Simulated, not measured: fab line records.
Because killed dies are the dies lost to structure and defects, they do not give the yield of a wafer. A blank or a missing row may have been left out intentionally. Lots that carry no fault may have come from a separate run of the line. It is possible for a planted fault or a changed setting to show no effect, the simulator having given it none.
Comparing a struck lot with a sound one || flow gf180mcu || 22 out of 602 route steps
Sound: these wafers, L653.2, L653.3, L653.4. Wafers struck: L665.3, L665.4, L665.5. The cause is given at the end.
Per side, at each step with rows, come the tool, then ch with its chambers, and then its first start. Under that, the readings that differ: sound wafers || struck wafers || difference of the means || sigmas: that difference in standard deviations of wafers without a fault.
alike: readings whose means differ by less than 2 such deviations, and words and numbers that are the same on both sides. not compared: withheld readings, readings that some wafer has no value for, bounds like >300 that may hide the same value, and numbers for which the record gives no deviation and whose values overlap.
The two part at a step that has a row with sigmas, a row that says differs or no value, or rows on one side only. When numbers do not overlap yet have no deviation, they are printed without sigmas and do not part them. Lack of a reading on every wafer of one side parts them only where that side has two or more wafers.

first, 5 steps without rows for these wafers: GF_MVPSD_COAT_02 (resist thk 3000 nm); GF_MVPSD_SOFTBAKE_03; GF_MVPSD_EXPOSE_04 (exposes mask MVPSD, target cd 1000 nm); GF_MVPSD_PEB_05; GF_MVPSD_DEVELOP_06 (develop time 60 s).
GF_MVPSD_OVL_MEAS_07:
  struck on overlay-02, day 8 08:13; sound on overlay-02, day 5 07:54
  alike: MVPSD_OVL
then, 2 steps without rows for these wafers: GF_MVPSD_IMPLANT_08; GF_MVPSD_IMPLANT_09.
GF_MVPSD_STRIP_10: strips in O2/N2.
  sound on plasma-asher-04 ch 0,1, day 5 08:14; struck on plasma-asher-04 ch 0,1, day 8 08:35
  alike: drypump-motor-current-A, heater-power-w, oes-product-au, strip-time-to-endpoint-s
  not compared: rf-hours-counter-h
GF_MVPSD_TW_MEAS_11:
  struck on film-metro-04, day 8 08:40; sound on film-metro-02, day 5 08:20
  alike: MVPSD_TW
then, 2 steps without rows for these wafers: GF_VT_IMPLANT_DEHYDRATE_00 (time 60 s); GF_VT_IMPLANT_HMDS_01 (prime time 60 s).
GF_VT_IMPLANT_COAT_02: resist thk 1000 nm.
  sound on litho-track-03 ch 0, day 5 15:34; struck on litho-track-01 ch 0, day 8 16:05
{"reading": "model.NOVOLAK_of_VT_IMPLANT_COAT_02.thk-nm (nm)", "sound": "1003 1004 1005", "struck": "925.6 929.8 925.9", "difference": -76.9, "sigmas": ""}
then, 3 steps without rows for these wafers: GF_VT_IMPLANT_SOFTBAKE_03 (time 60 s); GF_VT_IMPLANT_EXPOSE_04 (exposes mask LVPWELL LV AREA, target cd 600 nm); GF_VT_IMPLANT_PEB_05.
GF_VT_IMPLANT_DEVELOP_06: develop time 60 s.
  sound on litho-track-02 ch 0, day 5 22:47; struck on litho-track-02 ch 0, day 9 00:46
{"reading": "model.NOVOLAK_of_VT_IMPLANT_COAT_02.thk-nm (nm)", "sound": "999.7 1000 1001", "struck": "922.1 926.3 922.4", "difference": -76.6, "sigmas": ""}
GF_VT_IMPLANT_OVL_MEAS_07:
  struck on overlay-02, day 9 00:52; sound on overlay-02, day 5 22:55
  alike: VT_IMPLANT_OVL
following that, these wafers have no rows for 1 step: GF_VT_IMPLANT_IMPLANT_08.
GF_VT_IMPLANT_STRIP_09: strips in O2/N2.
  sound on plasma-asher-02 ch 0,1, day 5 23:06; struck on plasma-asher-02 ch 0,1, day 9 01:05
{"reading": "strip-time-to-endpoint-s (s)", "sound": "12.61 12.63 12.65", "struck": "11.71 11.77 11.72", "difference": -0.90, "sigmas": -28}
  alike: drypump-motor-current-A, heater-power-w, oes-product-au
  not compared: rf-hours-counter-h
GF_VT_IMPLANT_TW_MEAS_10:
  struck on film-metro-03, day 9 01:10; sound on film-metro-02, day 5 23:13
  alike: VT_IMPLANT_TW
GF_PASSIVATION_PROBE_99:
  rows exist in the record for the sound wafers here (prober-02, day 28 19:50), none for the struck ones

## WHERE THEY PART
Last at GF_PASSIVATION_PROBE_99 as far as this record goes, first at GF_VT_IMPLANT_STRIP_09.

WHY: whatever the simulator had introduced
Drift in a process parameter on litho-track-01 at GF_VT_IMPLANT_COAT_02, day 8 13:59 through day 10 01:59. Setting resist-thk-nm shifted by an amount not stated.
